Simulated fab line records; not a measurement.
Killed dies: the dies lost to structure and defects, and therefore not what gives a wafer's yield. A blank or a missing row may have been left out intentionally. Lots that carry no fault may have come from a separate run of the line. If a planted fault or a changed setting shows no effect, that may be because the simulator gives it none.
Which tool did it? -- flow gf180mcu -- 24 lots with 72 wafers sampled at 6 steps, on a route of 602 steps

## WHAT THE GAUGES READ, wafer by wafer
GF_V4_THK_MEAS_01.
lot,measured,on,V4_CVD_00_THK (nm)
L074,day 23 08:27,film_metro-01,604 598 592
L075,day 23 15:23,film_metro-04,605 602 591
L076,day 23 22:14,film_metro-04,603 601 601
L077,day 24 10:31,film_metro-04,601 598 599
L078,day 24 18:13,film_metro-04,604 598 601
L079,day 25 04:58,film_metro-03,587 595 583
L080,day 25 14:05,film_metro-03,602 600 589
L081,day 26 01:04,film_metro-04,593 604 602
L083,day 26 10:29,film_metro-04,600 602 605
L082,day 26 14:27,film_metro-03,604 602 606
L084,day 27 07:04,film_metro-03,594 604 594
L085,day 27 16:30,film_metro-03,597 583 582
L086,day 27 17:37,film_metro-03,581 591 602
L087,day 28 01:49,film_metro-01,611 606 612
L088,day 28 09:05,film_metro-01,587 594 594
L089,day 28 17:49,film_metro-01,607 596 612
L090,day 28 22:41,film_metro-03,598 598 594
L091,day 28 23:17,film_metro-03,613 597 603
L092,day 29 08:19,film_metro-04,605 593 589
L093,day 29 11:03,film_metro-01,597 607 602
L094,day 29 23:45,film_metro-03,600 586 604
L095,day 30 01:59,film_metro-01,600 597 599
L096,day 30 05:53,film_metro-04,590 596 591
L097,day 30 12:11,film_metro-03,608 597 591

GF_V4_OVL_MEAS_15.
lot,measured,on,V4_OVL (nm)
L074,day 24 07:43,overlay-01,2 4 3
L075,day 24 14:32,overlay-02,8 7 0
L076,day 24 20:59,overlay-01,3 6 6
L077,day 25 09:10,overlay-01,10 3 11
L078,day 25 16:42,overlay-02,5 17 -3
L079,day 26 02:29,overlay-01,1 5 6
L080,day 26 11:11,overlay-01,10 10 14
L081,day 26 21:12,overlay-02,-3 -4 -5
L083,day 27 07:21,overlay-01,4 5 1
L082,day 27 12:08,overlay-02,10 -1 6
L084,day 28 03:30,overlay-01,-2 4 -4
L085,day 28 12:38,overlay-02,-6 -3 2
L086,day 28 13:55,overlay-02,0 5 7
L087,day 28 21:51,overlay-01,-6 -2 -17
L088,day 29 05:12,overlay-01,6 7 12
L089,day 29 13:31,overlay-02,7 11 12
L090,day 29 18:02,overlay-01,3 0 0
L091,day 29 18:23,overlay-02,-4 -11 -14
L092,day 30 03:50,overlay-01,1 -2 -5
L093,day 30 05:54,overlay-01,-6 -2 -6
L094,day 30 18:24,overlay-02,4 3 -6
L095,day 30 20:38,overlay-01,-3 -3 -10
L096,day 31 00:52,overlay-02,6 5 3
L097,day 31 06:52,overlay-01,-1 10 -2

GF_TOP_METAL_THK_MEAS_06: measures by xrf.
lot,measured,on,TOP_METAL_ALCU_THK (nm)
L074,day 27 05:45,film_metro-03,936 912 930
L075,day 27 11:13,film_metro-03,922 922 899
L076,day 27 16:31,film_metro-01,940 927 917
L077,day 28 05:11,film_metro-03,922 918 927
L078,day 28 11:28,film_metro-03,909 917 896
L079,day 28 20:06,film_metro-03,908 908 916
L080,day 29 05:01,film_metro-02,890 910 897
L081,day 29 14:32,film_metro-02,917 912 931
L083,day 29 21:40,film_metro-01,933 926 915
L082,day 30 03:07,film_metro-03,918 934 929
L084,day 30 16:37,film_metro-02,885 914 907
L085,day 31 02:30,film_metro-03,926 934 917
L086,day 31 02:30,film_metro-02,921 921 907
L087,day 31 10:54,film_metro-03,910 929 935
L088,day 31 16:47,film_metro-01,923 938 944
L089,day 32 00:40,film_metro-01,909 916 909
L090,day 32 04:35,film_metro-02,909 915 899
L091,day 32 05:52,film_metro-01,930 945 951
L092,day 32 14:20,film_metro-01,909 918 922
L093,day 32 15:57,film_metro-03,907 909 918
L094,day 33 03:28,film_metro-03,923 920 934
L095,day 33 05:14,film_metro-02,905 904 899
L096,day 33 09:25,film_metro-01,924 921 928
L097,day 33 13:39,film_metro-03,923 919 924

## WHICH TOOL RAN EACH LOT (tool, then ch and the chambers of the sampled wafers, then the start)
lot,GF_V1_ETCH_17,GF_V2_CMP_26,GF_V3_CVD_02
L074,"rie_diel-03 ch 0,2, day 20 04:26 or earlier","cmp-01 ch 1,3, day 20 04:26","pecvd-04 ch 0,1,2, day 21 06:03"
L075,"rie_diel-03 ch 1,2, day 20 13:10 or earlier","cmp-01 ch 0,3, day 20 13:10","pecvd-01 ch 0,1,2, day 21 14:23"
L076,"rie_diel-04 ch 0,2,3, day 20 20:01 or earlier","cmp-01 ch 0,1,3, day 20 20:01","pecvd-04 ch 1,2, day 21 21:03"
L077,"rie_diel-03 ch 0,1,3, day 21 08:14 or earlier","cmp-01 ch 1,3, day 21 08:14","pecvd-02 ch 1,2, day 22 09:15"
L078,"rie_diel-04 ch 1,2,3, day 21 17:35 or earlier","cmp-01 ch 0,2, day 21 17:35","pecvd-01 ch 0,2, day 22 18:19"
L079,"rie_diel-01 ch 0,1,3, day 22 05:11 or earlier","cmp-02 ch 0,1,2, day 22 05:11","pecvd-04 ch 1,2, day 23 06:08"
L080,"rie_diel-03 ch 0,1,3, day 22 15:14 or earlier","cmp-01 ch 1,2,3, day 22 15:14","pecvd-04 ch 0,1,2, day 23 15:04"
L081,"rie_diel-01 ch 0,2, day 23 02:32 or earlier","cmp-01 ch 2,3, day 23 02:32","pecvd-04 ch 0,2, day 24 02:23"
L083,"rie_diel-03 ch 0,3, day 23 12:11 or earlier","cmp-01 ch 1,2, day 23 12:11","pecvd-01 ch 0,2, day 24 12:03"
L082,"rie_diel-03 ch 0,3, day 23 17:11 or earlier","cmp-01 ch 1,2,3, day 23 17:11","pecvd-02 ch 0,1, day 24 16:28"
L084,"rie_diel-04 ch 0,1,3, day 24 11:34 or earlier","cmp-01 ch 0,1, day 24 11:34","pecvd-04 ch 0,1, day 25 10:22"
L085,"rie_diel-01 ch 1,3, day 24 20:47 or earlier","cmp-01 ch 0,1,2, day 24 20:47","pecvd-04 ch 0,1,2, day 25 20:22"
L086,"rie_diel-04 ch 0,3, day 24 23:11 or earlier","cmp-01 ch 0,1,2, day 24 23:11","pecvd-04 ch 0,1, day 25 21:19"
L087,"rie_diel-01 ch 1,3, day 25 07:26 or earlier","cmp-01 ch 0,2,3, day 25 07:26","pecvd-02 ch 0,1, day 26 05:33"
L088,"rie_diel-01 ch 0,1,3, day 25 14:59 or earlier","cmp-02 ch 0,2,3, day 25 14:59","pecvd-04 ch 0,1,2, day 26 13:34"
L089,"rie_diel-01 ch 0,2, day 26 01:34 or earlier","cmp-01 ch 0,2, day 26 01:34","pecvd-02 ch 0,2, day 26 23:07"
L090,"rie_diel-03 ch 0,2,3, day 26 06:08 or earlier","cmp-01 ch 0,1, day 26 06:08","pecvd-04 ch 0,1,2, day 27 04:40"
L091,"rie_diel-01 ch 0,3, day 26 07:16 or earlier","cmp-01 ch 0,2, day 26 07:16","pecvd-02 ch 0,1, day 27 05:13"
L092,"rie_diel-01 ch 0,2,3, day 26 16:05 or earlier","cmp-01 ch 0,1, day 26 16:05","pecvd-01 ch 0,1,2, day 27 14:10"
L093,"rie_diel-01 ch 1,2,3, day 26 18:56 or earlier","cmp-02 ch 0,1,2, day 26 18:56","pecvd-01 ch 0,1, day 27 16:44"
L094,"rie_diel-01 ch 0,3, day 27 09:28 or earlier","cmp-02 ch 0,1, day 27 09:28","pecvd-02 ch 0,2, day 28 07:07"
L095,"rie_diel-03 ch 1,2,3, day 27 11:13 or earlier","cmp-01 ch 1,2,3, day 27 11:13","pecvd-01 ch 0,1, day 28 08:37"
L096,"rie_diel-04 ch 1,3, day 27 16:21 or earlier","cmp-01 ch 0,3, day 27 16:21","pecvd-01 ch 0,2, day 28 13:34"
L097,"rie_diel-04 ch 0,2,3, day 28 00:38 or earlier","cmp-01 ch 0,3, day 28 00:38","pecvd-02 ch 0,1,2, day 28 21:13"
- GF_V1_ETCH_17: etches SiO2 in C4F8/O2/Ar, stops on TiN, target depth 630 nm.
- GF_V2_CMP_26: polishes, stops on SiO2, t overpolish 15 s, target thk 0 nm.
- GF_V3_CVD_02: deposits SiO2 from TEOS, target thk 850 nm, time 94.851 s.

## WHAT THE TOOLS THEMSELVES READ (means of the sampled wafers that have a number; where no wafer has one, the mark that the record gives instead)
GF_V1_ETCH_17.
lot,tool,oes_product_au (a.u.)
L074,rie_diel-03,0.851
L075,rie_diel-03,0.857
L076,rie_diel-04,0.859
L077,rie_diel-03,0.857
L078,rie_diel-04,0.856
L079,rie_diel-01,0.849
L080,rie_diel-03,0.856
L081,rie_diel-01,0.854
L083,rie_diel-03,0.857
L082,rie_diel-03,0.854
L084,rie_diel-04,0.856
L085,rie_diel-01,0.854
L086,rie_diel-04,0.854
L087,rie_diel-01,0.855
L088,rie_diel-01,0.857
L089,rie_diel-01,0.852
L090,rie_diel-03,0.857
L091,rie_diel-01,0.851
L092,rie_diel-01,0.861
L093,rie_diel-01,0.855
L094,rie_diel-01,0.853
L095,rie_diel-03,0.858
L096,rie_diel-04,0.857
L097,rie_diel-04,0.860

GF_V2_CMP_26.
lot,tool,motor_current_A (A),overpolish_run_s (s),time_to_endpoint_s (s)
L074,cmp-01,11.3,15.009,83.7
L075,cmp-01,11.6,14.998,84.8
L076,cmp-01,11.0,14.999,83.5
L077,cmp-01,11.7,15.004,83.4
L078,cmp-01,10.3,15.004,84.9
L079,cmp-02,12.2,15.003,78.4
L080,cmp-01,10.8,15.001,80.6
L081,cmp-01,11.2,14.991,79.9
L083,cmp-01,10.4,15.001,82.2
L082,cmp-01,10.6,15.003,82.2
L084,cmp-01,10.6,14.999,79.5
L085,cmp-01,10.5,15.003,79.6
L086,cmp-01,10.1,15.002,84.0
L087,cmp-01,10.8,15.002,80.4
L088,cmp-02,12.5,14.997,85.9
L089,cmp-01,10.0,14.998,81.8
L090,cmp-01,10.2,14.998,80.3
L091,cmp-01,10.1,15.001,84.7
L092,cmp-01,10.6,15.003,83.2
L093,cmp-02,12.0,14.994,83.0
L094,cmp-02,12.2,15.005,80.7
L095,cmp-01,10.8,15.007,83.6
L096,cmp-01,11.1,15.004,83.8
L097,cmp-01,11.3,15.003,87.0

GF_V3_CVD_02.
lot,tool,heater_power_w (W)
L074,pecvd-04,709
L075,pecvd-01,840
L076,pecvd-04,732
L077,pecvd-02,647
L078,pecvd-01,785
L079,pecvd-04,730
L080,pecvd-04,710
L081,pecvd-04,682
L083,pecvd-01,843
L082,pecvd-02,715
L084,pecvd-04,687
L085,pecvd-04,721
L086,pecvd-04,691
L087,pecvd-02,685
L088,pecvd-04,724
L089,pecvd-02,753
L090,pecvd-04,752
L091,pecvd-02,638
L092,pecvd-01,766
L093,pecvd-01,793
L094,pecvd-02,718
L095,pecvd-01,760
L096,pecvd-01,906
L097,pecvd-02,688

## THE ANSWER, worked out from the rows above alone
Rule: usual is defined by the lots themselves. The widest of any qualifying gaps counts: lots, ordered by their means at a reading, are off when they make up no more than a third of the lots, leave a main group of 4 or more, and stand apart from it by 3 or more times the standard deviation of that group's means. The tables above print the reading to a certain number of digits; a main group whose means all agree to those digits is not used. Also off: a lot with no number at a reading for which 4 or more lots have one. All remaining lots with rows at the step are treated as sound. After the gauges, taken in route order, come the tools' own readings; for these a lot's mean is taken, as printed above. The first step at which some lot is off is used, and at that step the reading that is off furthest; a lot without a number counts as furthest.
Across all readings shown, no lot is off: no conclusion can be drawn from this.

## WHAT HAD BEEN PUT IN BY THE SIMULATOR
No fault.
